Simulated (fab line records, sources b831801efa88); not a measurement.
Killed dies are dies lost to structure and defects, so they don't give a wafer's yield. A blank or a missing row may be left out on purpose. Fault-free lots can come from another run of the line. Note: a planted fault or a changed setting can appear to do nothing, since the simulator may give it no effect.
Which tool did it?	flow sky130	14 lots, 39 wafers sampled, at 4 steps of a route of 708

## WHAT THE GAUGES READ, wafer by wafer
SKY_RES_XHIGH_TW_MEAS_09.
lot	measured	on	RES_XHIGH_TW
L852	day 27 04:37	film_metro-02	1637 1642 1630
L851	day 27 07:09	film_metro-01	1617 1605 1610
L854	day 28 11:27	film_metro-02	1635 1632 1628
L855	day 28 12:03	film_metro-04	1650 1654 1651
L857	day 29 20:18	film_metro-01	1607 1609 1610
L860	day 30 15:20	film_metro-04	1647 1647 1655
L859	day 30 18:10	film_metro-01	1623 1614 1619
L862	day 30 21:33	film_metro-04	1655 1651 1646
L861	day 30 23:23	film_metro-01	1608 1611 1617
L863	day 30 23:43	film_metro-01	1604 1626 1621
L869	day 32 22:41	film_metro-04	1560 1654
L871	day 33 10:46	film_metro-02	1638 1542
L874	day 34 04:19	film_metro-01	1606 1608 1604
L873	day 34 05:33	film_metro-02	1542 1632

SKY_SD_N_RS_MEAS_18: measurement is done with a four-point probe.
lot	measured	on	RES_XHIGH_RS (ohm/sq)
L852	day 28 10:37	film_metro-01	333.5 333.6 333.5
L851	day 28 13:26	film_metro-02	332.3 330.7 333.6
L854	day 29 16:22	film_metro-01	333.4 333.2 333.6
L855	day 29 16:35	film_metro-04	334.7 333.2 333.2
L857	day 31 01:59	film_metro-01	334.6 335.4 336.2
L860	day 31 18:49	film_metro-04	333.6 333.2 333.2
L859	day 31 22:31	film_metro-02	333.5 333.0 333.4
L862	day 32 01:20	film_metro-04	332.6 334.1 333.0
L861	day 32 04:19	film_metro-04	333.1 332.4 332.3
L863	day 32 04:58	film_metro-04	332.8 330.8 333.4
L869	day 34 02:29	film_metro-02	388.2 332.6
L871	day 34 15:10	film_metro-04	333.1 389.5
L874	day 35 07:01	film_metro-04	333.9 334.2 334.6
L873	day 35 08:46	film_metro-04	387.8 332.5

## EACH LOT AND THE TOOL THAT RAN IT (in order: tool; ch and the chambers of the sampled wafers; start)
lot	SKY_RES_XHIGH_IMPLANT_07	SKY_RES_XHIGH_STRIP_08
L852	implanter-02 ch 0, day 27 04:22	plasma_asher-03 ch 0,1, day 27 04:31
L851	implanter-03 ch 0, day 27 06:53	plasma_asher-03 ch 0,1, day 27 07:00
L854	implanter-01 ch 0, day 28 11:12	plasma_asher-02 ch 1, day 28 11:21
L855	implanter-03 ch 0, day 28 11:48	plasma_asher-03 ch 0, day 28 11:57
L857	implanter-01 ch 0, day 29 20:03	plasma_asher-03 ch 0,1, day 29 20:12
L860	implanter-01 ch 0, day 30 15:05	plasma_asher-01 ch 0,1, day 30 15:14
L859	implanter-03 ch 0, day 30 17:57	plasma_asher-03 ch 0,1, day 30 18:05
L862	implanter-02 ch 0, day 30 21:18	plasma_asher-02 ch 1, day 30 21:27
L861	implanter-02 ch 0, day 30 23:08	plasma_asher-01 ch 0,1, day 30 23:17
L863	implanter-03 ch 0, day 30 23:26	plasma_asher-01 ch 0,1, day 30 23:35
L869	implanter-03 ch 0, day 32 22:29	plasma_asher-01 ch 0,1, day 32 22:35
L871	implanter-03 ch 0, day 33 10:31	plasma_asher-02 ch 0,1, day 33 10:40
L874	implanter-01 ch 0, day 34 04:04	plasma_asher-02 ch 0, day 34 04:13
L873	implanter-03 ch 0, day 34 05:20	plasma_asher-03 ch 0,1, day 34 05:27
- SKY_RES_XHIGH_IMPLANT_07
- SKY_RES_XHIGH_STRIP_08: strips in O2/N2.

## WHAT THE TOOLS THEMSELVES READ (means of the sampled wafers that have a number; where no wafer has one, the mark that the record gives instead)
SKY_RES_XHIGH_IMPLANT_07.
lot	tool	beam_on_s (s)	faraday_current_uA
L852	implanter-02	42.0	482
L851	implanter-03	41.3	492
L854	implanter-01	42.9	475
L855	implanter-03	41.8	486
L857	implanter-01	42.7	475
L860	implanter-01	42.7	475
L859	implanter-03	41.4	492
L862	implanter-02	42.0	484
L861	implanter-02	41.5	489
L863	implanter-03	42.1	484
L869	implanter-03	37.7	544
L871	implanter-03	38.1	539
L874	implanter-01	42.3	480
L873	implanter-03	38.3	536

SKY_RES_XHIGH_STRIP_08.
lot	tool	drypump_motor_current_A (A)	n2_flow_sccm (sccm)	oes_product_au (a.u.)	strip_time_to_endpoint_s (s)
L852	plasma_asher-03	5.75	299.9	0.707	14.30
L851	plasma_asher-03	5.74	300.5	0.713	14.24
L854	plasma_asher-02	5.49	299.5	0.712	14.31
L855	plasma_asher-03	6.05	300.0	0.714	14.27
L857	plasma_asher-03	5.90	300.2	0.711	14.27
L860	plasma_asher-01	5.79	300.5	0.709	14.26
L859	plasma_asher-03	5.90	300.2	0.710	14.24
L862	plasma_asher-02	5.48	300.2	0.713	14.23
L861	plasma_asher-01	5.77	300.5	0.714	14.29
L863	plasma_asher-01	5.82	299.9	0.708	14.33
L869	plasma_asher-01	5.82	300.9	0.711	14.21
L871	plasma_asher-02	5.42	300.4	0.713	14.16
L874	plasma_asher-02	5.35	301.5	0.710	14.21
L873	plasma_asher-03	5.80	299.9	0.714	14.21

## THE ANSWER, worked out from the rows above alone
Rule: usual is defined by the lots themselves. The widest of any qualifying gaps counts: lots, ordered by their means at a reading, are off when they make up no more than a third of the lots, leave a main group of 4 or more, and stand apart from it by 3 or more times the standard deviation of that group's means. If all means in a main group match to the digits the tables above print for the reading, that group is not used. Also off: a lot with no number at a reading for which 4 or more lots have one. All remaining lots with rows at the step are treated as sound. Order of review: gauges by route order, followed by the tools' own readings, for which a lot's mean as printed above is used. At the first step where some lot is off, the reading lying furthest off is the one used; lots without a number count as furthest.
Off: L869, L871, L873, at SKY_SD_N_RS_MEAS_18 (RES_XHIGH_RS). The main group: mean 333.4 ohm/sq, standard deviation 0.86.
A tool fits if, at a process step before that reading, it ran every lot that is off, and no sound lot after the first of them. Not tried: the gauges at SKY_SD_N_RS_MEAS_18; whatever is off there is also off at SKY_RES_XHIGH_IMPLANT_07, on other tools, and gauge error can't account for it. One fits: implanter-03 at SKY_RES_XHIGH_IMPLANT_07. Its last sound lot is L863 (day 30 23:26), its first lot that is off L869 (day 32 22:29): a fault that began between those two fits.
The tool's own readings at SKY_RES_XHIGH_IMPLANT_07 bear it out: on the lots that are off they differ by more than 5 times the standard deviation of the sound lots' means. beam_on_s reads 38.0 s there against 42.1 s on the sound lots; faraday_current_uA reads 540 there against 483 on the sound lots.

## WHAT HAD BEEN PUT IN BY THE SIMULATOR
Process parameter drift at SKY_RES_XHIGH_IMPLANT_07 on implanter-03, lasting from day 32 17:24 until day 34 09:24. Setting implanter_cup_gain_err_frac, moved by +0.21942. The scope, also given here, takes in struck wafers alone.
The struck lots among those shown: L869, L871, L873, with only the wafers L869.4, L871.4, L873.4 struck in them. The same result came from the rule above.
